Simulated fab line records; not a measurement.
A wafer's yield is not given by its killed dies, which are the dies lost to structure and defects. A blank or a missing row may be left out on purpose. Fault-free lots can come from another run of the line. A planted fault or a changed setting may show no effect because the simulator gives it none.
Which tool is to blame? | flow gf180mcu | 13 lots, 39 wafers sampled, at 4 steps of a route of 602

== WHAT THE GAUGES SHOWED, per wafer ==
GF_HV_LDD_CD_MEAS_07 targets a cd of 400 nm.
lot  | measured     | on        | cd-nm (nm)
L849 | day 10 11:05 | cd-sem-01 | 402.5 404.1 404.5
L851 | day 11 08:22 | cd-sem-02 | 403.2 402.8 401.3
L852 | day 11 11:11 | cd-sem-02 | 399.9 400.0 398.8
L856 | day 12 11:51 | cd-sem-02 | 399.7 400.7 399.2
L857 | day 12 17:32 | cd-sem-01 | 399.8 398.8 400.0
L862 | day 14 06:34 | cd-sem-02 | 395.6 395.2 395.2
L864 | day 14 21:32 | cd-sem-02 | 401.5 399.7 400.9
L865 | day 15 10:46 | cd-sem-01 | 404.4 402.8 402.4
L866 | day 15 16:46 | cd-sem-02 | 397.0 395.9 398.7
L867 | day 15 21:04 | cd-sem-02 | 402.6 402.2 403.5
L868 | day 16 01:25 | cd-sem-01 | 396.4 398.4 397.6
L870 | day 16 21:08 | cd-sem-02 | 402.7 401.3 401.6
L871 | day 17 02:41 | cd-sem-02 | 402.4 400.6 400.0

GF_HV_LDD_TW_MEAS_23.
lot  | measured     | on            | HV_LDD_2_TW
L849 | day 11 06:19 | film-metro-04 | 1056 1061 1060
L851 | day 12 03:50 | film-metro-01 | 1050 1051 1057
L852 | day 12 06:28 | film-metro-04 | 1051 1051 1054
L856 | day 13 07:50 | film-metro-01 | 1133 1138 1134
L857 | day 13 13:48 | film-metro-01 | 1125 1135 1126
L862 | day 15 04:10 | film-metro-04 | 1057 1051 1053
L864 | day 15 19:29 | film-metro-01 | 1055 1055 1055
L865 | day 16 09:17 | film-metro-01 | 1040 1053 1050
L866 | day 16 15:31 | film-metro-01 | 1054 1052 1051
L867 | day 16 19:25 | film-metro-04 | 1058 1056 1056
L868 | day 17 00:22 | film-metro-01 | 1053 1045 1052
L870 | day 17 20:17 | film-metro-03 | 1053 1053 1057
L871 | day 18 02:38 | film-metro-01 | 1056 1043 1043

== WHAT TOOL EACH LOT RAN ON (gives the tool, then ch and the chambers of the sampled wafers, and finally the start) ==
lot  | GF_HV_LDD_IMPLANT_21            | GF_HV_LDD_STRIP_22
L849 | implanter-01 ch 0, day 11 06:04 | plasma-asher-03 ch 0,1, day 11 06:13
L851 | implanter-03 ch 0, day 12 03:35 | plasma-asher-03 ch 0,1, day 12 03:43
L852 | implanter-04 ch 0, day 12 06:13 | plasma-asher-03 ch 0,1, day 12 06:21
L856 | implanter-04 ch 0, day 13 07:37 | plasma-asher-01 ch 0,1, day 13 07:45
L857 | implanter-04 ch 0, day 13 13:33 | plasma-asher-01 ch 1, day 13 13:42
L862 | implanter-01 ch 0, day 15 03:55 | plasma-asher-01 ch 0,1, day 15 04:04
L864 | implanter-01 ch 0, day 15 19:14 | plasma-asher-02 ch 0,1, day 15 19:22
L865 | implanter-01 ch 0, day 16 09:02 | plasma-asher-01 ch 1, day 16 09:11
L866 | implanter-01 ch 0, day 16 15:16 | plasma-asher-03 ch 0,1, day 16 15:25
L867 | implanter-04 ch 0, day 16 19:10 | plasma-asher-03 ch 0,1, day 16 19:19
L868 | implanter-01 ch 0, day 17 00:07 | plasma-asher-03 ch 0,1, day 17 00:16
L870 | implanter-04 ch 0, day 17 20:02 | plasma-asher-01 ch 0,1, day 17 20:10
L871 | implanter-03 ch 0, day 18 02:23 | plasma-asher-02 ch 0,1, day 18 02:31
- GF_HV_LDD_IMPLANT_21
- GF_HV_LDD_STRIP_22: strips in O2/N2.

== AS READ BY THE TOOLS THEMSELVES (means over the sampled wafers that have a number; for cases with no such wafer, the mark the record gives instead) ==
GF_HV_LDD_IMPLANT_21.
lot  | tool         | beam-energy-keV
L849 | implanter-01 | 25.000
L851 | implanter-03 | 25.001
L852 | implanter-04 | 24.995
L856 | implanter-04 | 32.831
L857 | implanter-04 | 32.826
L862 | implanter-01 | 24.996
L864 | implanter-01 | 25.003
L865 | implanter-01 | 25.002
L866 | implanter-01 | 24.999
L867 | implanter-04 | 25.007
L868 | implanter-01 | 25.000
L870 | implanter-04 | 25.007
L871 | implanter-03 | 24.997

GF_HV_LDD_STRIP_22.
lot  | tool            | drypump-motor-current-A (A) | heater-power-w (W) | oes-product-au (a.u.) | strip-time-to-endpoint-s (s)
L849 | plasma-asher-03 | 4.8                         | 307                | 0.739                 | 12.105
L851 | plasma-asher-03 | 4.8                         | 336                | 0.738                 | 12.103
L852 | plasma-asher-03 | 4.8                         | 308                | 0.729                 | 12.075
L856 | plasma-asher-01 | 5.4                         | 360                | 0.740                 | 12.089
L857 | plasma-asher-01 | 5.6                         | 375                | 0.733                 | 12.070
L862 | plasma-asher-01 | 5.4                         | 360                | 0.734                 | 12.039
L864 | plasma-asher-02 | 5.7                         | 344                | 0.734                 | 12.076
L865 | plasma-asher-01 | 5.6                         | 378                | 0.734                 | 12.073
L866 | plasma-asher-03 | 4.9                         | 337                | 0.733                 | 12.129
L867 | plasma-asher-03 | 4.8                         | 333                | 0.735                 | 12.082
L868 | plasma-asher-03 | 4.8                         | 309                | 0.734                 | 12.091
L870 | plasma-asher-01 | 5.5                         | 362                | 0.735                 | 12.073
L871 | plasma-asher-02 | 5.2                         | 363                | 0.734                 | 12.137

== THE ANSWER, worked out from the rows above alone ==
Rule: the lots themselves supply what counts as usual. Put in order of their means at a reading, lots are off if they are a third of the lots or fewer, leave a main group of 4 or more, and stand apart from it by a gap of 3 or more times the standard deviation of the main group's means; of several such gaps the widest counts. If all means in a main group match to the digits the tables above print for the reading, that group is not used. A lot without any number at a reading at which 4 lots or more have one is off too. The other lots that the step has rows for count as sound. After the gauges, taken in route order, come the tools' own readings; for these a lot's mean is taken, as printed above. The first step at which some lot is off is used, and at that step the reading that is off furthest; a lot without a number counts as furthest.
Off: at GF_HV_LDD_TW_MEAS_23 (HV_LDD_2_TW), L856, L857. The main group has a mean of 1053 with a standard deviation of 3.4.
If a tool, at a process step before that reading, ran all the lots that are off and no sound lot after the first of them, it fits. The gauges at GF_HV_LDD_TW_MEAS_23 aren't tried: what is off there is off at GF_HV_LDD_IMPLANT_21 too, on other tools, and a gauge's error can't cause that. Not one of the candidates tried fits.

== WHAT HAD BEEN PUT IN BY THE SIMULATOR ==
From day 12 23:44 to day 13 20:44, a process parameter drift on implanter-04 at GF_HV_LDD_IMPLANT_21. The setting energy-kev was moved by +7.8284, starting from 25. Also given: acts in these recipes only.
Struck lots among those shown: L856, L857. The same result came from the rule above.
